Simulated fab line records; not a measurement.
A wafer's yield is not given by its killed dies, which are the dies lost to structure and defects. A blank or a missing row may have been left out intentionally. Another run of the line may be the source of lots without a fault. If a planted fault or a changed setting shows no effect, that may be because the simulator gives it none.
fab line records | flow sky130 | part 2 of 2: steps 27 to 36 of 36
[record] lots = 5 wafers = 15 last-day = 50
route steps=708 shown LDD_P@255 LDD_HVN@267 LDD_HVP@278 LDD_LDN@289
lots that met no fault: from a run of the same line without faults
start-h: the number of hours between the record's first day and the start of the first shown wafer of the lot | wait-h: time in hours since the lot's previous step | " same as the row above | L1.1+2: one row covering several wafers at once | - no value present, or no start provided | * or withheld: withheld | < > ~ a bound
route shown NAME@n: a module of which the file shows steps, and the number in the route of the first | usual: mean/standard deviation taken from wafers without a fault | same: alike in all rows | chamber/n: place in a boat | sites: per-site readings | _std_site: how widely they spread, as a standard deviation | _edge_site: outer sites' mean less inner sites' | radius-mm: for every site, how far away it sits from the centre of the wafer | mask NAME#n: copy n | behind: the most recent tool/chamber to have shaped the wafer | hold: why the lot was held/for how many hours/how that ended | device: which transistor (n, p or np) failed to switch | end of line: the tests these same wafers got at the end of their route | step lacking rows: just its recipe | killed: the dies lost at the first sort to structure and to defects; this is not the yield of the wafer | map: a wafer's dies, x killed, . not, _ none there
set.NAME: the setting the step ran with; set.NAME@STEP: the setting that earlier step ran with | model.NAME: the simulator's own value behind a step, which no gauge read
lots seen at some steps along the route; tables by step, rows by wafer
services: the hour from which a tool's chamber was out of use, counted from the record's first day as start-h (under 0 if before that day), plus the number of hours and why
[[steps]]
[step SKY_LDD_HVP_SOFTBAKE_03]
[recipe] temp-c = 90 time-s = 60 resist = NOVOLAK
[usual] exhaust-pa = 45.0/0.96 heater-power-total-W = 56.60/0.049
// columns lot.wafer tool chamber start-h wait-h exhaust-pa heater-power-total-W
L081.1 litho-track-01 0 548.14 0.1 43.0 56.63
L081.4 " 0 " " 44.8 56.59
L081.5 " 0 " " 42.3 56.58
L092.1 litho-track-02 0 633.96 0.1 46.2 56.65
L092.4 " 0 " " 45.6 56.65
L092.6 " 0 " " 46.7 56.55
L094.2 litho-track-01 0 652.42 0.1 45.1 56.60
L094.3 " 0 " " 43.1 56.60
L094.4 " 0 " " 44.0 56.56
L095.1 litho-track-02 0 660.56 0.1 44.0 56.63
L095.3 " 0 " " 45.4 56.64
L095.6 " 0 " " 45.2 56.60
L096.4 litho-track-01 0 665.27 0.1 45.7 56.60
L096.5 " 0 " " 45.1 56.74
L096.6 " 0 " " 44.8 56.67
[step SKY_LDD_HVP_EXPOSE_04]
[recipe] mask-id = HVPTM na = 0.6 source-shape = conventional sigma-outer = 0.6 polarization = unpolarized target-cd-nm = 700 dose-mj = 86
// columns lot.wafer tool chamber start-h wait-h mask
L081.1+4+5 iline-stepper-01 0 - - HVPTM#0
L092.1+4+6 iline-stepper-02 0 - - HVPTM#0
L094.2+3+4 iline-stepper-01 0 - - HVPTM#0
L095.1+3+6 iline-stepper-01 0 - - HVPTM#0
L096.4+5+6 iline-stepper-02 0 - - HVPTM#0
[step SKY_LDD_HVP_PEB_05]
[recipe] temp-c = withheld time-s = * resist = NOVOLAK
[usual] exhaust-pa = 45.2/0.87
// columns lot.wafer tool chamber start-h wait-h exhaust-pa
L081.1 litho-track-03 0 - - 45.7
L081.4 " 0 " " 44.7
L081.5 " 0 " " 45.7
L092.1 litho-track-03 0 - - 46.3
L092.4 " 0 " " 44.3
L092.6 " 0 " " 45.2
L094.2 litho-track-03 0 - - 45.3
L094.3 " 0 " " 45.6
L094.4 " 0 " " 45.5
L095.1 litho-track-01 0 - - 44.8
L095.3 " 0 " " 44.4
L095.6 " 0 " " 44.9
L096.4 litho-track-02 0 - - 46.1
L096.5 " 0 " " 46.0
L096.6 " 0 " " 46.0
[step SKY_LDD_HVP_DEVELOP_06]
[recipe] resist = NOVOLAK developer = TMAH develop-time-s = 60 dev-temp-c = 23
[usual] exhaust-pa = 44.9/0.93
// columns lot.wafer tool chamber start-h wait-h exhaust-pa
L081.1 litho-track-03 0 563.75 0.1 46.3
L081.4 " 0 " " 46.1
L081.5 " 0 " " 45.2
L092.1 litho-track-03 0 648.95 0.1 45.9
L092.4 " 0 " " 45.1
L092.6 " 0 " " 45.0
L094.2 litho-track-03 0 666.77 0.1 45.0
L094.3 " 0 " " 44.1
L094.4 " 0 " " 43.9
L095.1 litho-track-01 0 674.94 0.1 45.1
L095.3 " 0 " " 45.2
L095.6 " 0 " " 45.8
L096.4 litho-track-02 0 679.23 0.1 45.6
L096.5 " 0 " " 45.5
L096.6 " 0 " " 45.0
[step SKY_LDD_HVP_OVL_MEAS_07]
[usual] LDD_HVP_OVL = -1.4/1.9
// columns lot.wafer tool chamber start-h wait-h LDD_HVP_OVL[nm]
L081.1 overlay-01 - 563.93 0.2 -1.7
L081.4 " - " " -3.0
L081.5 " - " " -2.9
L092.1 overlay-01 - 649.10 0.1 -2.5
L092.4 " - " " -2.5
L092.6 " - " " -3.4
L094.2 overlay-02 - 666.90 0.1 -1.4
L094.3 " - " " -1.7
L094.4 " - " " -2.3
L095.1 overlay-02 - 675.09 0.1 -1.5
L095.3 " - " " -0.3
L095.6 " - " " 0.2
L096.4 overlay-02 - 679.32 0.1 -0.5
L096.5 " - " " 0.4
L096.6 " - " " -1.5
[step SKY_LDD_HVP_IMPLANT_08]
[recipe] species = B energy-kev = 20 dose-cm2 = 1.7e+13 tilt-deg = 17.9
// columns lot.wafer tool chamber start-h wait-h
L081.1+4+5 implanter-03 0 563.96 0.0
L092.1+4+6 implanter-04 0 649.13 0.0
L094.2+3+4 implanter-01 0 666.96 0.0
L095.1+3+6 implanter-01 0 675.13 0.0
L096.4+5+6 implanter-01 0 679.42 0.1
[step SKY_LDD_HVP_STRIP_09]
[recipe] chemistry = O2/N2 power-w = 1400 pressure-mtorr = 1500 platen-temp-c = withheld o2-flow-sccm = 3000 n2-flow-sccm = 300 overash-fraction = 0.5
[usual] drypump-motor-current-A = 5.46/0.21 o2-flow-sccm = 2998/8.7 oes-product-au = 0.409/0.0048 strip-time-to-endpoint-s = 4.133/0.017
// columns lot.wafer tool chamber start-h wait-h drypump-motor-current-A o2-flow-sccm oes-product-au rf-hours-counter-h strip-time-to-endpoint-s
L081.1 plasma-asher-01 1 564.11 0.1 5.45 3015 0.415 46 4.146
L081.4 " 0 " " 5.51 3008 0.413 - 4.121
L081.5 " 0 " " 5.50 2999 0.417 - 4.157
L092.1 plasma-asher-04 1 649.28 0.1 5.67 3013 0.412 78 4.130
L092.4 " 1 " " 5.71 3007 0.405 - 4.132
L092.6 " 1 " " 5.69 3006 0.406 - 4.114
L094.2 plasma-asher-04 1 667.08 0.1 5.66 2997 0.402 80 4.122
L094.3 " 0 " " 5.12 3000 0.414 - 4.147
L094.4 " 1 " " 5.65 2997 0.408 - 4.144
L095.1 plasma-asher-03 1 675.28 0.1 5.69 2994 0.413 25 4.149
L095.3 " 0 " " 5.29 2991 0.410 - 4.161
L095.6 " 1 " " 5.71 2999 0.409 - 4.144
L096.4 plasma-asher-03 1 679.53 0.1 5.70 2994 0.404 - 4.115
L096.5 " 1 " " 5.70 2986 0.411 - 4.120
L096.6 " 0 " " 5.28 2981 0.405 - 4.142
[step SKY_LDD_HVP_TW_MEAS_10]
[usual] LDD_HVP_TW = 460.6/2.4
// columns lot.wafer tool chamber start-h wait-h LDD_HVP_TW
L081.1 film-metro-01 - 564.21 0.1 459.3
L081.4 " - " " 460.4
L081.5 " - " " 461.8
L092.1 film-metro-01 - 649.38 0.1 461.1
L092.4 " - " " 460.7
L092.6 " - " " 460.5
L094.2 film-metro-02 - 667.19 0.1 460.4
L094.3 " - " " 462.0
L094.4 " - " " 458.3
L095.1 film-metro-04 - 675.38 0.1 460.9
L095.3 " - " " 459.3
L095.6 " - " " 459.4
L096.4 film-metro-02 - 679.62 0.1 461.2
L096.5 " - " " 461.1
L096.6 " - " " 459.8
[step SKY_LDD_LDN_DEHYDRATE_00]
[recipe] temp-c = 200 time-s = 60
[usual] exhaust-pa = 44.8/0.93 heater-power-total-W = 160.38/0.12
// columns lot.wafer tool chamber start-h wait-h exhaust-pa heater-power-total-W
L081.1 litho-track-04 0 577.59 13.4 43.2 160.47
L081.4 " 0 " " 43.5 160.34
L081.5 " 0 " " 44.7 160.15
L092.1 litho-track-03 0 662.30 12.9 44.5 160.17
L092.4 " 0 " " 44.8 160.21
L092.6 " 0 " " 44.3 160.20
L094.2 litho-track-01 0 680.92 13.7 45.2 160.43
L094.3 " 0 " " 45.3 160.58
L094.4 " 0 " " 44.6 160.19
L095.1 litho-track-01 0 688.34 13.0 45.2 160.35
L095.3 " 0 " " 45.8 160.33
L095.6 " 0 " " 47.2 160.53
L096.4 litho-track-03 0 693.17 13.5 45.0 160.29
L096.5 " 0 " " 46.1 160.26
L096.6 " 0 " " 44.6 160.25
[step SKY_LDD_LDN_HMDS_01]
[recipe] prime-time-s = 60 prime-temp-c = 120
[usual] exhaust-pa = 45.1/0.82
// columns lot.wafer tool chamber start-h wait-h exhaust-pa
L081.1 litho-track-04 0 577.74 0.1 44.5
L081.4 " 0 " " 43.5
L081.5 " 0 " " 45.2
L092.1 litho-track-03 0 662.45 0.1 45.0
L092.4 " 0 " " 45.6
L092.6 " 0 " " 46.2
L094.2 litho-track-01 0 681.07 0.1 45.1
L094.3 " 0 " " 44.9
L094.4 " 0 " " 45.6
L095.1 litho-track-01 0 688.49 0.1 45.7
L095.3 " 0 " " 45.5
L095.6 " 0 " " 45.8
L096.4 litho-track-03 0 693.32 0.1 44.4
L096.5 " 0 " " 44.9
L096.6 " 0 " " 46.5
[[services]]
// columns tool chamber start-h hours kind
plasma-asher-01 - 487.32 1.2 repair
iline-stepper-02 - 500.34 1.7 pm
plasma-asher-02 - 531.71 1.1 repair
iline-stepper-02 - 545.71 2.0 repair
implanter-03 - 557.85 4.3 pm
implanter-04 - 573.84 2.4 repair
iline-stepper-02 - 574.40 8.9 pm
plasma-asher-01 - 603.11 4.4 repair
iline-stepper-01 - 605.71 4.3 pm
implanter-04 - 624.63 5.7 pm
implanter-03 - 630.58 2.3 repair
iline-stepper-01 - 638.48 1.7 pm
plasma-asher-04 - 639.28 1.6 repair
plasma-asher-01 - 640.17 4.0 repair
implanter-03 - 646.27 3.7 repair
iline-stepper-02 - 652.13 4.4 pm
iline-stepper-02 - 656.62 0.8 pm
implanter-04 - 676.08 4.2 pm
